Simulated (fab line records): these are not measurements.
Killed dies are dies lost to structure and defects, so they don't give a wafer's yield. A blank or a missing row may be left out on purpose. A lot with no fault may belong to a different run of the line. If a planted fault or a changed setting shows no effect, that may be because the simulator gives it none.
One fault through the eyes of 2 desks | flow sky130 | each desk holds nothing but its own numbers, with what lay behind them at the end

## AT THE METROLOGY DESK
Means of the sampled wafers that have a number, per lot and without regard to the tool the lot ran on: this is what the gauges read. If a lot's mean is further than 4 standard deviations from the usual mean, the lot is out of limits and carries the mark OUT (the distance appears in the brackets).
Columns: A = LOCAL_INTERCONNECT_TIN_RS at SKY_LOCAL_INTERCONNECT_RS_MEAS_01, usual 14.22 ohm/sq; B = LOCAL_INTERCONNECT_OVL at SKY_LOCAL_INTERCONNECT_OVL_MEAS_12, usual -1 nm
lot  | first seen here | A     | B
L926 | day 29 05:26    | 14.28 | -1
L927 | day 29 13:53    | 14.35 | 6
L928 | day 29 16:59    | 13.93 | -6
L929 | day 30 08:05    | 14.30 | -6
L931 | day 30 21:55    | 14.10 | -4
L938 | day 33 11:04    | 14.16 | 10
L939 | day 33 21:19    | 14.12 | -7
L941 | day 34 08:35    | 14.59 | 0
L944 | day 35 04:45    | 14.23 | -8
L945 | day 35 11:33    | 14.24 | -2
L946 | day 35 19:44    | 13.97 | 0
L949 | day 36 16:29    | 14.29 | -3
L947 | day 36 20:18    | 14.27 | 1
L948 | day 36 20:55    | 14.44 | 5
This desk's verdict: no lot among the 14 shows anything out of limits.

## THE TOOL OWNER'S DESK: krfScanner-01
The tool's own readings at SKY_CONTACT_EXPOSE_11 (exposes mask CTM1, target cd 170 nm): means of the sampled wafers that have a number, for each lot that ran on this tool. If a lot's mean is further than 4 standard deviations from the usual mean, the lot is out of limits and carries the mark OUT (the distance appears in the brackets).
Columns: A = exposureDoseMJCm2 at SKY_CONTACT_EXPOSE_11, usual 38.00; B = focusOffsetNm at SKY_CONTACT_EXPOSE_11, usual -0.1 nm
lot  | first seen here | A     | B
L926 | day 31 00:23    | 37.99 | -0.2
L927 | day 31 09:38    | 37.98 | -0.1
L929 | day 32 02:38    | 38.03 | -0.1
L944 | day 36 21:47    | 37.99 | -0.2
L949 | day 38 09:04    | 37.97 | -0.4
L948 | day 38 13:59    | 37.97 | 0.8
This desk's verdict: no lot among the 6 shows anything out of limits.

## ALL TOGETHER
The metrology desk saw nothing out of limits.
The tool owner's desk saw nothing out of limits.

## WHAT THE SIMULATOR HAD INSERTED
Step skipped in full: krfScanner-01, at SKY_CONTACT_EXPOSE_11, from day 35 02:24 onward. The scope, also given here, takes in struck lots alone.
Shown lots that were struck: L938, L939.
